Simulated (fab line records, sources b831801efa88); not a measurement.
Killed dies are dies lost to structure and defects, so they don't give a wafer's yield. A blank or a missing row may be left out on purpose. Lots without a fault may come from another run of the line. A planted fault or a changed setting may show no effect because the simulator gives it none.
fab line records | flow sky130
record lots=12 wafers=36 last_day=50
route steps=708 shown LOCAL_INTERCONNECT@398 CONTACT@409 PAD_OPEN@708
lots that met no fault: from a run of the same line without faults
start_h: hours from the record's first day to the start of the lot's first wafer shown | wait_h: hours since the lot's step before | " the same as in the row above | L1.1+2: a row that stands for several wafers | - no value, or no start given | * or withheld: withheld | < > ~ a bound
route shown NAME@n: a module of which the file shows steps, and the number in the route of the first | usual: mean/standard deviation of fault-free wafers | same: alike in all rows | chamber/n: place in a boat | sites: the reading at each site | _std_site: their standard deviation | _edge_site: outer sites' mean less inner sites' | radius_mm: how far each site lies from the wafer's centre | mask NAME#n: copy n | behind: the tool/chamber that last shaped the wafer | hold: why the lot was held/for how many hours/how that ended | device: the transistor (n, p or np) that didn't switch | end of line: the same wafers' tests at the end of the route | a step without rows: its recipe alone | killed: dies lost to structure and defects at the first sort, not the wafer's yield | map: a wafer's dies, x killed, . not, _ none there
set.NAME: the setting as run; set.NAME@STEP: as run at that earlier step | model.NAME: the simulator's own value behind a step, which no gauge read
steps of the route over a sample of lots; a table a step, a row a wafer
services: from which hour (start_h, from the record's first day; less than 0 if before it) a tool's chamber was out of use, for how many hours, and why
## steps
# step SKY_LOCAL_INTERCONNECT_CD_MEAS_11
# recipe target_cd_nm=170
# usual cd_nm=170.0/1.5
# columns lot.wafer tool chamber start_h wait_h cd_nm
L482.2 cd_sem-01 - 708.26 - 170.4
L482.4 " - " " 170.7
L482.5 " - " " 169.6
L483.2 cd_sem-02 - 714.18 - 168.2
L483.3 " - " " 169.1
L483.6 " - " " 168.6
L484.1 cd_sem-02 - 734.84 - 167.3
L484.3 " - " " 167.8
L484.4 " - " " 169.0
L485.3 cd_sem-01 - 737.15 - 172.8
L485.5 " - " " 171.7
L485.6 " - " " 171.6
L490.1 cd_sem-01 - 787.14 - 169.3
L490.2 " - " " 169.5
L490.5 " - " " 170.1
L488.1 cd_sem-01 - 788.94 - 168.0
L488.2 " - " " 166.2
L488.4 " - " " 168.9
L492.2 cd_sem-01 - 796.46 - 172.3
L492.5 " - " " 171.3
L492.6 " - " " 171.2
L493.2 cd_sem-01 - 817.41 - 168.3
L493.4 " - " " 168.8
L493.5 " - " " 169.2
L494.3 cd_sem-02 - 819.68 - 168.7
L494.4 " - " " 170.1
L494.6 " - " " 170.5
L497.2 cd_sem-01 - 838.71 - 169.8
L497.5 " - " " 170.3
L497.6 " - " " 171.3
L501.3 cd_sem-02 - 857.80 - 169.7
L501.4 " - " " 170.1
L501.5 " - " " 168.1
L504.1 cd_sem-02 - 876.31 - 169.7
L504.4 " - " " 169.1
L504.5 " - " " 169.2
# step SKY_LOCAL_INTERCONNECT_OVL_MEAS_12
# usual LOCAL_INTERCONNECT_OVL=1/4.8
# columns lot.wafer tool chamber start_h wait_h LOCAL_INTERCONNECT_OVL[nm]
L482.2 overlay-01 - 708.37 0.1 7
L482.4 " - " " 3
L482.5 " - " " 3
L483.2 overlay-01 - 714.29 0.1 2
L483.3 " - " " -5
L483.6 " - " " 0
L484.1 overlay-02 - 734.96 0.1 4
L484.3 " - " " 9
L484.4 " - " " 5
L485.3 overlay-01 - 737.24 0.1 2
L485.5 " - " " 6
L485.6 " - " " 3
L490.1 overlay-02 - 787.26 0.1 0
L490.2 " - " " 0
L490.5 " - " " 0
L488.1 overlay-02 - 789.06 0.1 1
L488.2 " - " " -1
L488.4 " - " " 3
L492.2 overlay-01 - 796.57 0.1 0
L492.5 " - " " -4
L492.6 " - " " 3
L493.2 overlay-02 - 817.52 0.1 3
L493.4 " - " " 7
L493.5 " - " " 10
L494.3 overlay-01 - 819.78 0.1 3
L494.4 " - " " 3
L494.6 " - " " 4
L497.2 overlay-01 - 838.82 0.1 -2
L497.5 " - " " -3
L497.6 " - " " 3
L501.3 overlay-01 - 857.89 0.1 5
L501.4 " - " " 4
L501.5 " - " " 4
L504.1 overlay-01 - 876.43 0.1 3
L504.4 " - " " -9
L504.5 " - " " -2
# step SKY_LOCAL_INTERCONNECT_ETCH_13
# recipe chemistry=N2/H2 target=BARC ion_energy_ev=200 bias_w=100 pressure_mtorr=30 n2_flow_sccm=100 h2_flow_sccm=200 icp_w=500 stop_on=SiO2 time_s=45.9 target_depth_a=600
# usual drypump_motor_current_A=5.8/0.46 oes_product_au=0.855/0.0047 run_length_s=74.4/0.44 throttle_valve_pct=13.224/0.0086
# columns lot.wafer tool chamber start_h wait_h drypump_motor_current_A oes_product_au rf_hours_counter_h run_length_s throttle_valve_pct
L482.2 rie_metal-03 1 708.40 0.0 5.5 0.853 11 74.5 13.228
L482.4 " 1 " " 5.5 0.857 - 74.8 13.224
L482.5 " 1 " " 5.5 0.855 - 74.4 13.240
L483.2 rie_metal-01 1 714.34 0.0 6.6 0.860 - 74.6 13.244
L483.3 " 1 " " 6.6 0.858 - 74.9 13.211
L483.6 " 1 " " 6.6 0.840 - 74.9 13.231
L484.1 rie_metal-03 0 735.00 0.0 5.7 0.860 0 74.2 13.221
L484.3 " 1 " " 5.5 0.854 - 74.5 13.225
L484.4 " 0 " " 5.7 0.864 - 74.2 13.223
L485.3 rie_metal-03 0 737.29 0.0 5.7 0.863 - 74.2 13.244
L485.5 " 1 " " 5.6 0.856 - 75.3 13.227
L485.6 " 0 " " 5.7 0.857 - 74.0 13.219
L490.1 rie_metal-01 1 787.30 0.0 6.6 0.852 13 74.9 13.218
L490.2 " 0 " " 6.3 0.849 2 73.9 13.220
L490.5 " 1 " " 6.6 0.850 - 74.8 13.229
L488.1 rie_metal-03 0 789.09 0.0 5.7 0.862 3 74.8 13.248
L488.2 " 0 " " 5.7 0.856 - 74.2 13.220
L488.4 " 0 " " 5.7 0.859 - 73.9 13.226
L492.2 rie_metal-04 1 796.60 0.0 5.2 0.845 16 74.3 13.220
L492.5 " 1 " " 5.1 0.848 - 74.7 13.213
L492.6 " 0 " " 6.4 0.856 - 73.9 13.212
L493.2 rie_metal-03 1 817.57 0.0 5.5 0.795 - 81.5 13.212
L493.4 " 1 " " 5.5 0.851 - 74.7 13.206
L493.5 " 1 " " 5.5 0.861 - 74.5 13.241
L494.3 rie_metal-03 1 819.84 0.1 5.5 0.854 - 75.2 13.228
L494.4 " 1 " " 5.5 0.849 - 74.5 13.223
L494.6 " 1 " " 5.5 0.794 - 81.6 13.220
L497.2 rie_metal-01 0 838.85 0.0 6.3 0.847 5 74.0 13.207
L497.5 " 1 " " 6.6 0.853 - 74.6 13.223
L497.6 " 0 " " 6.4 0.851 - 73.6 13.208
L501.3 rie_metal-04 1 857.94 0.0 5.1 0.858 - 74.3 13.228
L501.4 " 0 " " 6.4 0.852 - 73.8 13.229
L501.5 " 0 " " 6.4 0.859 - 73.6 13.220
L504.1 rie_metal-04 1 876.47 0.0 5.2 0.861 2 74.4 13.211
L504.4 " 0 " " 6.4 0.853 - 73.8 13.222
L504.5 " 0 " " 6.4 0.855 - 73.7 13.236
# step SKY_LOCAL_INTERCONNECT_STRIP_15
# recipe chemistry=O2/N2 power_w=1400 pressure_mtorr=1500 platen_temp_c=withheld o2_flow_sccm=3000 n2_flow_sccm=300 overash_fraction=0.5
# usual drypump_motor_current_A=5.4/0.55 oes_product_au=0.427/0.0044 strip_time_to_endpoint_s=4.728/0.022
# columns lot.wafer tool chamber start_h wait_h drypump_motor_current_A oes_product_au rf_hours_counter_h strip_time_to_endpoint_s
L482.2 plasma_asher-02 0 708.51 0.0 5.8 0.430 102 4.763
L482.4 " 0 " " 5.8 0.420 - 4.776
L482.5 " 0 " " 5.8 0.428 - 4.748
L483.2 plasma_asher-04 1 714.54 0.1 4.7 0.424 91 4.721
L483.3 " 0 " " 5.0 0.429 - 4.736
L483.6 " 0 " " 5.0 0.429 - 4.729
L484.1 plasma_asher-04 1 735.11 0.0 4.7 0.422 93 4.734
L484.3 " 1 " " 4.7 0.428 - 4.707
L484.4 " 0 " " 5.0 0.428 - 4.721
L485.3 plasma_asher-04 1 737.41 0.1 4.7 0.430 - 4.770
L485.5 " 0 " " 5.0 0.433 - 4.773
L485.6 " 1 " " 4.7 0.425 - 4.758
L490.1 plasma_asher-02 1 787.41 0.0 6.2 0.430 4 4.733
L490.2 " 0 " " 5.8 0.434 4 4.732
L490.5 " 1 " " 6.2 0.425 - 4.745
L488.1 plasma_asher-01 0 789.32 0.1 5.3 0.423 65 4.738
L488.2 " 1 " " 6.1 0.430 65 4.728
L488.4 " 0 " " 5.3 0.418 - 4.709
L492.2 plasma_asher-04 1 796.71 0.0 4.7 0.428 99 4.742
L492.5 " 1 " " 4.7 0.431 - 4.736
L492.6 " 0 " " 5.0 0.428 - 4.736
L493.2 plasma_asher-04 0 817.78 0.1 5.0 0.426 101 4.629
L493.4 " 1 " " 4.7 0.422 - 4.708
L493.5 " 1 " " 4.7 0.424 - 4.702
L494.3 plasma_asher-04 0 820.06 0.1 5.0 0.428 - 4.689
L494.4 " 1 " " 4.7 0.432 - 4.701
L494.6 " 1 " " 4.7 0.426 - 4.629
L497.2 plasma_asher-02 1 838.96 0.0 6.2 0.432 9 4.737
L497.5 " 1 " " 6.2 0.434 - 4.728
L497.6 " 0 " " 5.8 0.429 - 4.731
L501.3 plasma_asher-01 0 858.06 0.1 5.3 0.426 - 4.717
L501.4 " 1 " " 6.0 0.430 - 4.736
L501.5 " 1 " " 6.1 0.431 - 4.738
L504.1 plasma_asher-01 0 876.58 0.0 5.3 0.435 74 4.766
L504.4 " 1 " " 6.0 0.423 - 4.749
L504.5 " 0 " " 5.3 0.434 - 4.749
# step SKY_CONTACT_THK_MEAS_03
# recipe reads=SiO2_of_CONTACT_HDPCVD_02
# usual CONTACT_HDPCVD_THK=564/5.8
# columns lot.wafer tool chamber start_h wait_h CONTACT_HDPCVD_THK[nm]
L482.2 film_metro-03 - 709.33 0.0 561
L482.4 " - " " 562
L482.5 " - " " 571
L483.2 film_metro-03 - 715.35 0.0 573
L483.3 " - " " 568
L483.6 " - " " 566
L484.1 film_metro-03 - 735.91 0.0 558
L484.3 " - " " 564
L484.4 " - " " 564
L485.3 film_metro-02 - 738.19 0.1 565
L485.5 " - " " 559
L485.6 " - " " 568
L490.1 film_metro-02 - 788.19 0.0 556
L490.2 " - " " 562
L490.5 " - " " 559
L488.1 film_metro-03 - 790.08 0.0 567
L488.2 " - " " 568
L488.4 " - " " 574
L492.2 film_metro-01 - 797.48 0.0 563
L492.5 " - " " 568
L492.6 " - " " 563
L493.2 film_metro-02 - 818.59 0.0 558
L493.4 " - " " 556
L493.5 " - " " 561
L494.3 film_metro-02 - 820.81 0.1 564
L494.4 " - " " 559
L494.6 " - " " 569
L497.2 film_metro-02 - 839.82 0.0 569
L497.5 " - " " 569
L497.6 " - " " 571
L501.3 film_metro-01 - 858.87 0.1 561
L501.4 " - " " 565
L501.5 " - " " 570
L504.1 film_metro-01 - 877.33 0.0 562
L504.4 " - " " 563
L504.5 " - " " 554
# step SKY_PAD_OPEN_PROBE_99
# usual killed_at_M0_to_M3=44/7 killed_at_M4_up=3.0/2 killed_at_contacts=24/5.3 killed_at_front_end=15/4 killed_at_other=0.2/0.41 killed_dies=87/9.1 killed_open=49/7.3 killed_short=38/5.9
# same gross_dies=492 killed_at_back_side=0
# columns lot.wafer tool chamber start_h wait_h killed_at_M0_to_M3 killed_at_M4_up killed_at_contacts killed_at_front_end killed_at_other killed_dies killed_open killed_short
L482.2 prober-02 - 1077.80 0.1 45 5 32 24 0 106 64 42
L482.4 prober-02 - 1077.90 0.2 43 8 24 19 0 94 40 54
L482.5 prober-02 - 1077.95 0.2 34 4 31 12 0 81 43 38
L483.2 prober-01 - 1084.27 0.1 38 3 27 18 0 86 44 42
L483.3 prober-01 - 1084.32 0.2 35 4 30 14 1 84 42 42
L483.6 prober-01 - 1084.47 0.2 34 5 27 10 1 77 43 34
L484.1 prober-02 - 1097.27 0.1 22 2 27 17 1 69 42 27
L484.3 prober-02 - 1097.37 0.2 52 4 25 26 0 107 62 45
L484.4 prober-02 - 1097.42 0.2 50 1 31 18 1 101 59 42
L485.3 prober-01 - 1098.89 0.2 39 3 33 21 0 96 58 38
L485.5 prober-01 - 1098.99 0.2 46 2 21 15 0 84 48 36
L485.6 prober-01 - 1099.04 0.2 49 5 28 15 0 97 58 39
L490.1 prober-01 - 1136.97 0.1 40 4 16 10 0 70 41 29
L490.2 prober-01 - 1137.02 0.1 45 0 21 16 1 83 53 30
L490.5 prober-01 - 1137.17 0.2 39 0 20 16 0 75 40 35
L488.1 prober-02 - 1137.97 0.1 39 5 38 13 0 95 60 35
L488.2 prober-02 - 1138.02 0.1 39 1 32 13 0 85 54 31
L488.4 prober-02 - 1138.12 0.2 47 6 31 13 0 97 59 38
L492.2 prober-02 - 1144.28 0.1 48 2 34 18 0 102 52 50
L492.5 prober-02 - 1144.43 0.2 42 10 15 17 0 84 51 33
L492.6 prober-02 - 1144.48 0.2 49 5 28 14 0 96 52 44
L493.2 prober-01 - 1158.10 0.1 43 5 28 23 0 99 51 48
L493.4 prober-01 - 1158.20 0.2 60 4 17 15 1 97 61 36
L493.5 prober-01 - 1158.25 0.2 53 2 17 17 0 89 49 40
L494.3 prober-02 - 1161.38 0.2 43 6 28 15 0 92 52 40
L494.4 prober-02 - 1161.43 0.2 39 3 25 12 1 80 39 41
L494.6 prober-02 - 1161.53 0.2 50 0 24 16 0 90 48 42
L497.2 prober-01 - 1172.35 0.1 49 1 18 18 0 86 51 35
L497.5 prober-01 - 1172.50 0.2 45 3 19 14 0 81 43 38
L497.6 prober-01 - 1172.55 0.2 43 6 20 17 0 86 51 35
L501.3 prober-01 - 1185.62 0.2 43 2 30 14 1 90 52 38
L501.4 prober-01 - 1185.67 0.2 35 1 28 12 0 76 37 39
L501.5 prober-01 - 1185.72 0.2 62 0 28 11 0 101 62 39
L504.1 prober-02 - 1197.39 0.1 46 3 29 19 1 98 56 42
L504.4 prober-02 - 1197.54 0.2 40 1 24 12 1 78 45 33
L504.5 prober-02 - 1197.59 0.2 49 4 18 16 0 87 45 42
# killed by level:class
L482.2 LI_CONTACT:geometric_particle:open=12 CONTACT:geometric_particle:open=11 VIA1:geometric_particle:open=9 POLY_GATE:geometric_particle:open=8 METAL1:geometric_particle:short=8 FIELD_ISO:geometric_particle:open=7 VIA2:geometric_particle:open=7 VIA3:geometric_particle:short=7
L482.4 CONTACT:geometric_particle:open=8 METAL2:geometric_particle:short=7 VIA3:geometric_particle:open=7 METAL4:geometric_particle:short=7 FIELD_ISO:geometric_particle:short=5 LI_CONTACT:geometric_particle:open=5 CONTACT:geometric_particle:short=5 METAL1:geometric_particle:short=5
L482.5 CONTACT:geometric_particle:open=9 LI_CONTACT:geometric_particle:open=7 VIA1:geometric_particle:open=5 METAL1:geometric_particle:short=5 VIA1:geometric_particle:short=5 VIA3:geometric_particle:open=5 FIELD_ISO:geometric_particle:short=4 LI_CONTACT:geometric_particle:short=4
L483.2 CONTACT:geometric_particle:open=8 LI_CONTACT:geometric_particle:open=7 CONTACT:geometric_particle:short=7 VIA3:geometric_particle:open=7 VIA1:geometric_particle:open=6 POLY_GATE:geometric_particle:short=5 METAL2:geometric_particle:short=5 VIA2:geometric_particle:open=5
L483.3 VIA1:geometric_particle:open=11 CONTACT:geometric_particle:open=9 CONTACT:geometric_particle:short=8 LI_CONTACT:geometric_particle:open=5 LI_CONTACT:geometric_particle:short=5 VIA1:geometric_particle:short=5 VIA2:geometric_particle:open=5 METAL2:geometric_particle:short=4
L483.6 VIA1:geometric_particle:open=10 CONTACT:geometric_particle:open=9 LI_CONTACT:geometric_particle:open=8 FIELD_ISO:geometric_particle:open=6 METAL4:geometric_particle:short=5 CONTACT:geometric_particle:short=5 POLY_GATE:geometric_particle:short=4 LOCAL_INTERCONNECT:geometric_particle:short=4
L484.1 LI_CONTACT:geometric_particle:open=10 CONTACT:geometric_particle:open=6 VIA1:geometric_particle:open=6 LOCAL_INTERCONNECT:geometric_particle:short=5 POLY_GATE:geometric_particle:open=4 CONTACT:geometric_particle:short=4 METAL2:geometric_particle:short=4 VIA2:geometric_particle:open=4
L484.3 VIA1:geometric_particle:open=12 VIA1:geometric_particle:short=9 LI_CONTACT:geometric_particle:open=9 VIA3:geometric_particle:open=8 CONTACT:geometric_particle:open=7 FIELD_ISO:geometric_particle:open=6 POLY_GATE:geometric_particle:short=5 POLY_GATE:geometric_particle:open=5
L484.4 VIA2:geometric_particle:open=14 VIA1:geometric_particle:open=13 CONTACT:geometric_particle:open=11 METAL2:geometric_particle:short=9 LI_CONTACT:geometric_particle:open=7 LOCAL_INTERCONNECT:geometric_particle:short=6 FIELD_ISO:geometric_particle:short=5 POLY_GATE:geometric_particle:open=5
L485.3 CONTACT:geometric_particle:open=15 LI_CONTACT:geometric_particle:open=8 VIA1:geometric_particle:open=8 VIA3:geometric_particle:open=6 SPACER:geometric_particle:open=5 METAL1:geometric_particle:short=5 METAL2:geometric_particle:short=5 FIELD_ISO:geometric_particle:short=4
L485.5 CONTACT:geometric_particle:open=9 VIA1:geometric_particle:open=8 METAL1:geometric_particle:short=8 VIA3:geometric_particle:open=8 LI_CONTACT:geometric_particle:open=5 VIA2:geometric_particle:open=5 POLY_GATE:geometric_particle:open=3 POLY_GATE:geometric_particle:short=3
L485.6 VIA1:geometric_particle:open=14 CONTACT:geometric_particle:open=10 LI_CONTACT:geometric_particle:open=9 VIA3:geometric_particle:open=7 VIA1:geometric_particle:short=6 METAL1:geometric_particle:short=4 METAL2:geometric_particle:short=4 METAL4:geometric_particle:short=4
L490.1 VIA1:geometric_particle:open=9 VIA3:geometric_particle:open=8 LI_CONTACT:geometric_particle:open=6 METAL2:geometric_particle:short=6 VIA2:geometric_particle:open=5 POLY_GATE:geometric_particle:open=4 CONTACT:geometric_particle:open=4 METAL4:geometric_particle:short=4
L490.2 VIA1:geometric_particle:open=14 CONTACT:geometric_particle:open=11 VIA2:geometric_particle:open=7 LI_CONTACT:geometric_particle:open=6 FIELD_ISO:geometric_particle:open=5 METAL1:geometric_particle:short=5 VIA1:geometric_particle:short=5 FIELD_ISO:geometric_particle:short=3
L490.5 VIA1:geometric_particle:open=10 CONTACT:geometric_particle:open=9 VIA2:geometric_particle:open=7 FIELD_ISO:geometric_particle:short=6 VIA1:geometric_particle:short=6 METAL2:geometric_particle:short=6 LI_CONTACT:geometric_particle:open=5 LOCAL_INTERCONNECT:geometric_particle:short=4
L488.1 CONTACT:geometric_particle:open=16 LI_CONTACT:geometric_particle:open=12 VIA1:geometric_particle:open=8 VIA3:geometric_particle:open=8 VIA2:geometric_particle:open=6 METAL1:geometric_particle:short=5 METAL4:geometric_particle:short=5 FIELD_ISO:geometric_particle:open=4
L488.2 VIA2:geometric_particle:open=11 CONTACT:geometric_particle:open=10 CONTACT:geometric_particle:short=10 LI_CONTACT:geometric_particle:open=7 VIA1:geometric_particle:open=6 VIA3:geometric_particle:open=6 POLY_GATE:geometric_particle:open=4 METAL1:geometric_particle:short=4
L488.4 VIA1:geometric_particle:open=14 CONTACT:geometric_particle:open=14 LI_CONTACT:geometric_particle:open=8 VIA3:geometric_particle:open=8 VIA2:geometric_particle:open=8 FIELD_ISO:geometric_particle:short=7 METAL4:geometric_particle:short=6 METAL2:geometric_particle:short=6
L492.2 VIA1:geometric_particle:open=10 VIA1:geometric_particle:short=9 CONTACT:geometric_particle:open=8 LOCAL_INTERCONNECT:geometric_particle:short=8 LI_CONTACT:geometric_particle:open=7 VIA2:geometric_particle:open=6 LI_CONTACT:geometric_particle:short=6 VIA3:geometric_particle:open=5
L492.5 VIA1:geometric_particle:open=10 POLY_GATE:geometric_particle:open=7 METAL4:geometric_particle:short=7 VIA3:geometric_particle:open=7 CONTACT:geometric_particle:open=6 VIA2:geometric_particle:open=6 FIELD_ISO:geometric_particle:open=4 LI_CONTACT:geometric_particle:open=4
L492.6 VIA1:geometric_particle:open=13 CONTACT:geometric_particle:open=10 VIA3:geometric_particle:open=10 VIA1:geometric_particle:short=6 POLY_GATE:geometric_particle:short=5 LI_CONTACT:geometric_particle:open=5 METAL1:geometric_particle:short=5 LOCAL_INTERCONNECT:geometric_particle:short=5
L493.2 VIA1:geometric_particle:open=10 VIA3:geometric_particle:open=8 METAL2:geometric_particle:short=7 LI_CONTACT:geometric_particle:open=7 LOCAL_INTERCONNECT:geometric_particle:short=7 CONTACT:geometric_particle:open=6 FIELD_ISO:geometric_particle:open=5 FIELD_ISO:geometric_particle:short=5
L493.4 VIA1:geometric_particle:open=14 VIA2:geometric_particle:open=13 VIA3:geometric_particle:open=11 CONTACT:geometric_particle:open=10 METAL2:geometric_particle:short=6 POLY_GATE:geometric_particle:open=5 POLY_GATE:geometric_particle:short=5 VIA1:geometric_particle:short=5
L493.5 VIA2:geometric_particle:open=10 VIA1:geometric_particle:open=9 CONTACT:geometric_particle:open=7 VIA3:geometric_particle:open=7 METAL1:geometric_particle:short=6 VIA1:geometric_particle:short=5 POLY_GATE:geometric_particle:open=4 CONTACT:geometric_particle:short=4
L494.3 CONTACT:geometric_particle:open=13 METAL2:geometric_particle:short=9 VIA3:geometric_particle:open=9 VIA1:geometric_particle:open=8 LOCAL_INTERCONNECT:geometric_particle:short=4 FIELD_ISO:geometric_particle:open=3 FIELD_ISO:geometric_particle:short=3 POLY_GATE:geometric_particle:open=3
L494.4 CONTACT:geometric_particle:open=12 VIA2:geometric_particle:short=6 VIA1:geometric_particle:open=6 VIA3:geometric_particle:open=5 FIELD_ISO:geometric_particle:short=4 LOCAL_INTERCONNECT:geometric_particle:short=4 LI_CONTACT:geometric_particle:open=4 METAL2:geometric_particle:short=4
L494.6 CONTACT:geometric_particle:open=12 VIA1:geometric_particle:open=11 METAL1:geometric_particle:short=8 VIA1:geometric_particle:short=7 POLY_GATE:geometric_particle:open=6 METAL2:geometric_particle:short=6 VIA3:geometric_particle:open=5 CONTACT:geometric_particle:short=4
L497.2 VIA1:geometric_particle:open=12 CONTACT:geometric_particle:open=11 VIA3:geometric_particle:open=7 FIELD_ISO:geometric_particle:open=6 METAL1:geometric_particle:short=6 METAL2:geometric_particle:short=5 LI_CONTACT:geometric_particle:open=4 METAL1:geometric_particle:open=4
L497.5 VIA3:geometric_particle:open=10 CONTACT:geometric_particle:open=8 VIA1:geometric_particle:open=8 METAL2:geometric_particle:short=7 VIA1:geometric_particle:short=5 VIA2:geometric_particle:open=4 FIELD_ISO:geometric_particle:short=3 FIELD_ISO:geometric_particle:open=3
L497.6 VIA3:geometric_particle:open=9 CONTACT:geometric_particle:open=8 VIA2:geometric_particle:open=8 METAL1:geometric_particle:short=5 FIELD_ISO:geometric_particle:short=4 POLY_GATE:geometric_particle:open=4 SPACER:geometric_particle:open=4 VIA1:geometric_particle:short=4
L501.3 LI_CONTACT:geometric_particle:open=10 CONTACT:geometric_particle:short=10 VIA2:geometric_particle:open=8 VIA3:geometric_particle:open=7 METAL1:geometric_particle:short=6 CONTACT:geometric_particle:open=6 FIELD_ISO:geometric_particle:open=5 VIA1:geometric_particle:open=5
L501.4 VIA1:geometric_particle:open=10 CONTACT:geometric_particle:short=7 METAL1:geometric_particle:short=7 LI_CONTACT:geometric_particle:open=6 LI_CONTACT:geometric_particle:short=5 LOCAL_INTERCONNECT:geometric_particle:short=5 CONTACT:geometric_particle:open=4 FIELD_ISO:geometric_particle:short=3
L501.5 VIA1:geometric_particle:open=14 CONTACT:geometric_particle:open=13 VIA3:geometric_particle:open=9 LI_CONTACT:geometric_particle:open=7 VIA2:geometric_particle:open=7 METAL1:geometric_particle:short=6 METAL2:geometric_particle:short=6 VIA1:geometric_particle:short=4
L504.1 LI_CONTACT:geometric_particle:open=10 POLY_GATE:geometric_particle:open=8 VIA2:geometric_particle:open=8 METAL1:geometric_particle:short=7 VIA1:geometric_particle:open=6 LOCAL_INTERCONNECT:geometric_particle:short=6 CONTACT:geometric_particle:open=6 METAL2:geometric_particle:short=6
L504.4 CONTACT:geometric_particle:open=10 VIA2:geometric_particle:open=9 VIA3:geometric_particle:open=7 VIA1:geometric_particle:open=6 LI_CONTACT:geometric_particle:open=5 METAL1:geometric_particle:short=5 POLY_GATE:geometric_particle:short=4 CONTACT:geometric_particle:short=4
L504.5 VIA1:geometric_particle:open=10 METAL2:geometric_particle:short=9 VIA3:geometric_particle:open=8 CONTACT:geometric_particle:open=6 CONTACT:geometric_particle:short=6 VIA1:geometric_particle:short=6 FIELD_ISO:geometric_particle:open=4 LI_CONTACT:geometric_particle:open=4
## services
# columns tool chamber start_h hours kind
rie_metal-01 - 686.56 2.8 pm
rie_metal-01 0 696.84 - clean
rie_metal-01 0 696.84 18.0 scheduled_down
rie_metal-01 0 696.84 18.0 vent_cycle
rie_metal-03 0 717.05 - clean
rie_metal-03 0 717.05 15.0 scheduled_down
rie_metal-03 0 717.05 15.0 vent_cycle
plasma_asher-02 - 733.75 9.0 pm
plasma_asher-02 0 733.75 9.0 vent_cycle
plasma_asher-02 1 733.75 9.0 vent_cycle
plasma_asher-02 0 742.75 - clean
plasma_asher-02 1 742.75 - clean
rie_metal-03 - 773.45 2.8 pm
rie_metal-03 1 777.60 - clean
rie_metal-03 1 777.60 26.1 scheduled_down
rie_metal-03 1 777.60 26.1 vent_cycle
plasma_asher-02 - 781.15 2.8 pm
rie_metal-04 1 802.07 - clean
rie_metal-04 1 802.07 19.5 scheduled_down
rie_metal-04 1 802.07 19.5 vent_cycle
rie_metal-03 0 806.37 44.3 repair
rie_metal-01 0 844.67 9.1 repair
plasma_asher-02 - 853.60 1.0 repair
## key
first_sign step=SKY_LOCAL_INTERCONNECT_ETCH_13 reading=run_length_s direction=up sigmas=16 usual=* struck=*
effect step=SKY_LOCAL_INTERCONNECT_ETCH_13 reading=oes_product_au direction=down sigmas=13 usual=0.855 struck=0.795
effect step=SKY_LOCAL_INTERCONNECT_STRIP_15 reading=strip_time_to_endpoint_s direction=down sigmas=4.5 usual=* struck=*
met_at SKY_LOCAL_INTERCONNECT_ETCH_13
struck_lots L493,L494
struck_wafers L493.2,L494.6
tester_left_out L493,L494
not_acting_at SKY_LOCAL_INTERCONNECT_CD_MEAS_11,SKY_LOCAL_INTERCONNECT_OVL_MEAS_12,SKY_CONTACT_THK_MEAS_03
onset_between 789.09 817.57
fault kind=process_parameter_drift tool=rie_metal-03 chamber=- onset_h=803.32 steps=SKY_LOCAL_INTERCONNECT_ETCH_13 channel=time_s offset=* shape=step end_h=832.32 scope=struck_wafers_only acts_in=* stated=*
# tester_left_out: of these lots the tester's yield and bins aren't shown, on N5 and GAA mostly nor the transistor test; their killed dies are dies lost to structure and defects alone, not to doping, threshold or leakage, so they don't give the yield
